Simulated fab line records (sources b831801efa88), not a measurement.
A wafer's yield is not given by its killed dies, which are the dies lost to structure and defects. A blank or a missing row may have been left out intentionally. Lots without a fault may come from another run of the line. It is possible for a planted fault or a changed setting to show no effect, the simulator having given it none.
Lot-split experiment -- flow gf180mcu -- 5 lots, 23 wafers read, on a route of 602 steps

SPLIT DETAILS
At GF_M3_SPUTTER_04 (material TiN, target thk 50 nm, time 41.7 s), the setting power w was moved away from the recipe's 6500 W on 7 of the 23 wafers read, by +4.6% to +11.1%. The other wafers ran this setting at the recipe's value.

The reading is taken at the split's own step.

THE READING
TiN_of_M3_SPUTTER_04.thk nm (the simulator's own value, which no gauge read), in nm, at GF_M3_SPUTTER_04 (material TiN, target thk 50 nm, time 41.7 s). The file gives no usual value for it. Across the 16 wafers here that went through the recipe, the average is 49.72 nm and the standard deviation 0.43 nm.

wafer,"tool, chamber at the split","power w as run, W",against the recipe,"TiN_of_M3_SPUTTER_04.thk nm, nm",against lot-mates on the recipe
L074.1,"pvd sputter-02, -",6500,recipe,50.04,-
L074.2,"pvd sputter-02, -",6500,recipe,50.38,-
L074.6,"pvd sputter-02, -",6500,recipe,50.38,-
L074.3,"pvd sputter-02, -",6500,recipe,49.93,-
L074.4,"pvd sputter-02, -",6500,recipe,49.48,-
L075.1,"pvd sputter-03, -",6500,recipe,48.97,-
L075.2,"pvd sputter-03, -",6802,+4.6%,51.42,+2.57
L075.3,"pvd sputter-03, -",6802,+4.6%,51.72,+2.87
L075.5,"pvd sputter-03, -",6500,recipe,48.73,-
L075.6,"pvd sputter-03, -",6802,+4.6%,51.27,+2.42
L077.1,"pvd sputter-02, -",6500,recipe,49.57,-
L077.2,"pvd sputter-02, -",7008,+7.8%,53.58,+3.71
L077.4,"pvd sputter-02, -",6500,recipe,49.99,-
L077.5,"pvd sputter-02, -",7008,+7.8%,53.18,+3.31
L077.6,"pvd sputter-02, -",6500,recipe,50.05,-
L080.1,"pvd sputter-02, -",6500,recipe,49.56,-
L080.3,"pvd sputter-02, -",6500,recipe,49.81,-
L080.5,"pvd sputter-02, -",6500,recipe,49.93,-
L081.1,"pvd sputter-03, -",6500,recipe,49.56,-
L081.2,"pvd sputter-03, -",7221,+11.1%,54.47,+4.92
L081.3,"pvd sputter-03, -",6500,recipe,49.53,-
L081.4,"pvd sputter-03, -",6500,recipe,49.57,-
L081.6,"pvd sputter-03, -",7221,+11.1%,54.34,+4.79

FIT RESULTS
A straight line over all 23 wafers: TiN_of_M3_SPUTTER_04.thk nm changes by +0.43 nm for each +1% of power w; r = +0.97; the points scatter about the line by 0.41 nm.
The same after taking each lot's own level away (the mean of its wafers on the recipe; 23 wafers): +0.454 nm for each +1%; r = +0.99; scatter 0.29 nm.
On that fit, the largest move of power w shifts the reading by 5 nm.
The span of the lots' own levels, 48.850 to 50.042 nm, comes to 2.8 times the standard deviation stated above.
The two slopes agree, so the slope changes little with the lot-to-lot level.
Check: with one of the wafers moved furthest among these (+11.1%) left out of the fit, the line predicts +5.15 nm for it against its lot-mates. It came out at +4.92 nm against them.

THESE WAFERS: OTHER SPLITS
Before the reading, these wafers also passed through other splits. Each is held against what the fit with the lots' levels taken away leaves over:
other split on the same wafers,wafers away from the commonest value,r with TiN_of_M3_SPUTTER_04.thk nm (lot level and that fit taken away)
GF_CONTACT_COAT_09 resist thk nm,7,+0.18
GF_CONTACT_SPUTTER_22 power w,6,+0.33
GF_M1_SPUTTER_00 chamber pressure pa,18,-0.08
GF_V1_COAT_09 resist thk nm,8,-0.14
GF_V1_PEB_12 peb temp c,6,-0.29
GF_M2_SPUTTER_00 time s,7,+0.12
GF_V2_CVD_23 temp c,10,-0.33

THE FILE'S OWN FIT
TiN_of_M3_SPUTTER_04.thk nm changes by +0.454 nm for each +1% of power w, r = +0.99.
